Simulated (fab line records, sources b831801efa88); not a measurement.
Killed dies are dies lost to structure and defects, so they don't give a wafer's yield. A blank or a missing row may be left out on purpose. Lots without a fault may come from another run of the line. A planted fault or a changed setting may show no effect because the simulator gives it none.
Which tool did it? | flow gf180mcu | 13 lots, 39 wafers sampled, at 4 steps of a route of 602

WHAT THE GAUGES READ, wafer by wafer
GF_PASSIVATION_THK_MEAS_01.
lot  | measured     | on            | PASSIVATION_CVD_00_THK (nm)
L960 | day 27 23:15 | film_metro-04 | 1007 1009 1021
L961 | day 28 11:24 | film_metro-03 | 989 974 1015
L962 | day 28 17:37 | film_metro-03 | 992 999 1003
L964 | day 29 02:08 | film_metro-03 | 1001 1016 1013
L965 | day 29 19:03 | film_metro-04 | 996 983 990
L967 | day 30 05:37 | film_metro-03 | 1011 1008 1008
L969 | day 30 21:52 | film_metro-03 | 972 1010 997
L970 | day 31 04:20 | film_metro-02 | 1004 1028 1014
L972 | day 31 16:29 | film_metro-03 | 973 1003 999
L973 | day 32 04:18 | film_metro-02 | 1001 1022 1007
L976 | day 32 17:43 | film_metro-04 | 997 1000 1012
L978 | day 33 10:31 | film_metro-03 | 997 1005 1018
L979 | day 33 13:04 | film_metro-02 | 986 987 985

GF_PASSIVATION_BOW_MEAS_14.
lot  | measured     | on            | PASSIVATION_BOW (um)
L960 | day 28 20:11 | film_metro-04 | 143 149 146
L961 | day 29 08:13 | film_metro-02 | 146 144 135
L962 | day 29 14:41 | film_metro-03 | 137 133 126
L964 | day 29 23:25 | film_metro-02 | 130 123 130
L965 | day 30 15:02 | film_metro-03 | 132 125 135
L967 | day 31 01:53 | film_metro-04 | 136 143 136
L969 | day 31 17:00 | film_metro-03 | 136 143 140
L970 | day 32 00:06 | film_metro-04 | 112 128 116
L972 | day 32 11:26 | film_metro-03 | 140 134 141
L973 | day 32 22:44 | film_metro-02 | 129 134 148
L976 | day 33 11:54 | film_metro-04 | 140 146 139
L978 | day 34 03:56 | film_metro-02 | 149 137 135
L979 | day 34 06:40 | film_metro-04 | 137 129 142

WHICH TOOL RAN EACH LOT (tool, then ch and the chambers of the sampled wafers, then the start)
lot  | GF_STI_ETCH_14                  | GF_V5_SPUTTER_22
L960 | rie_si-01 ch 0,1, day 2 01:51   | pvd_sputter-01, day 27 01:25
L961 | rie_si-02 ch 2,3, day 2 08:29   | pvd_sputter-01, day 27 14:16
L962 | rie_si-02 ch 1,2,3, day 2 13:22 | pvd_sputter-02, day 27 20:20
L964 | rie_si-01 ch 0,1,2, day 2 21:52 | pvd_sputter-01, day 28 04:32
L965 | rie_si-01 ch 0,2,3, day 3 04:48 | pvd_sputter-01, day 28 22:09
L967 | rie_si-01 ch 1,2,3, day 3 12:34 | pvd_sputter-02, day 29 09:10
L969 | rie_si-01 ch 0,1,2, day 3 23:42 | pvd_sputter-02, day 30 01:56
L970 | rie_si-02 ch 0,1, day 4 06:52   | pvd_sputter-01, day 30 08:47
L972 | rie_si-02 ch 0,2,3, day 4 16:16 | pvd_sputter-03, day 30 21:16
L973 | rie_si-02 ch 0,1,3, day 4 20:34 | pvd_sputter-01, day 31 09:17
L976 | rie_si-01 ch 0,1,2, day 5 10:52 | pvd_sputter-01, day 31 23:33
L978 | rie_si-01 ch 0,2,3, day 6 00:54 | pvd_sputter-02, day 32 16:25
L979 | rie_si-02 ch 0,2,3, day 6 05:40 | pvd_sputter-02, day 32 19:59
- GF_STI_ETCH_14: etches Si in HBr/Cl2/O2, target depth 360 nm, time 102.9 s.
- GF_V5_SPUTTER_22: material TiN, target thk 10 nm, time 40 s.

WHAT THE TOOLS THEMSELVES READ (means of the sampled wafers that have a number; where no wafer has one, the mark that the record gives instead)
GF_STI_ETCH_14.
lot  | tool      | chamber_pressure_mTorr (mTorr) | drypump_motor_current_A (A) | oes_product_au (a.u.) | throttle_valve_pct (%)
L960 | rie_si-01 | 14.999                         | 6.3                         | 0.994                 | 25.668
L961 | rie_si-02 | 14.996                         | 6.0                         | 1.006                 | 25.651
L962 | rie_si-02 | 14.986                         | 6.0                         | 0.993                 | 25.656
L964 | rie_si-01 | 15.003                         | 6.0                         | 0.994                 | 25.658
L965 | rie_si-01 | 15.007                         | 5.7                         | 1.002                 | 25.649
L967 | rie_si-01 | 14.999                         | 6.1                         | 0.997                 | 25.658
L969 | rie_si-01 | 14.999                         | 6.1                         | 0.995                 | 25.669
L970 | rie_si-02 | 14.995                         | 5.7                         | 0.986                 | 25.661
L972 | rie_si-02 | 15.016                         | 5.7                         | 1.005                 | 25.645
L973 | rie_si-02 | 15.018                         | 5.7                         | 0.993                 | 25.663
L976 | rie_si-01 | 15.010                         | 6.1                         | 0.984                 | 25.669
L978 | rie_si-01 | 14.995                         | 5.8                         | 0.987                 | 25.659
L979 | rie_si-02 | 14.994                         | 5.7                         | 1.000                 | 25.649

GF_V5_SPUTTER_22.
lot  | tool           | throttle_valve_pct (%)
L960 | pvd_sputter-01 | 32.0
L961 | pvd_sputter-01 | 31.1
L962 | pvd_sputter-02 | 29.8
L964 | pvd_sputter-01 | 31.3
L965 | pvd_sputter-01 | 30.4
L967 | pvd_sputter-02 | 30.0
L969 | pvd_sputter-02 | 30.0
L970 | pvd_sputter-01 | 31.3
L972 | pvd_sputter-03 | 30.3
L973 | pvd_sputter-01 | 31.6
L976 | pvd_sputter-01 | 31.2
L978 | pvd_sputter-02 | 29.9
L979 | pvd_sputter-02 | 30.2

THE ANSWER, worked out from the rows above alone
Rule: what is usual is taken from the lots themselves. Put in order of their means at a reading, lots are off if they are a third of the lots or fewer, leave a main group of 4 or more, and stand apart from it by a gap of 3 or more times the standard deviation of the main group's means; of several such gaps the widest counts. A main group whose means are all the same, to the digits that the tables above print for the reading, isn't used. A lot without any number at a reading at which 4 lots or more have one is off too. The other lots that the step has rows for count as sound. The gauges are gone through in route order, then the tools' own readings, and for those a lot's mean is taken as printed above. The first step at which some lot is off is used, and at that step the reading that is off furthest; a lot without a number counts as furthest.
No lot is off at any reading shown: from this, nothing can be told.

WHAT THE SIMULATOR HAD PUT IN
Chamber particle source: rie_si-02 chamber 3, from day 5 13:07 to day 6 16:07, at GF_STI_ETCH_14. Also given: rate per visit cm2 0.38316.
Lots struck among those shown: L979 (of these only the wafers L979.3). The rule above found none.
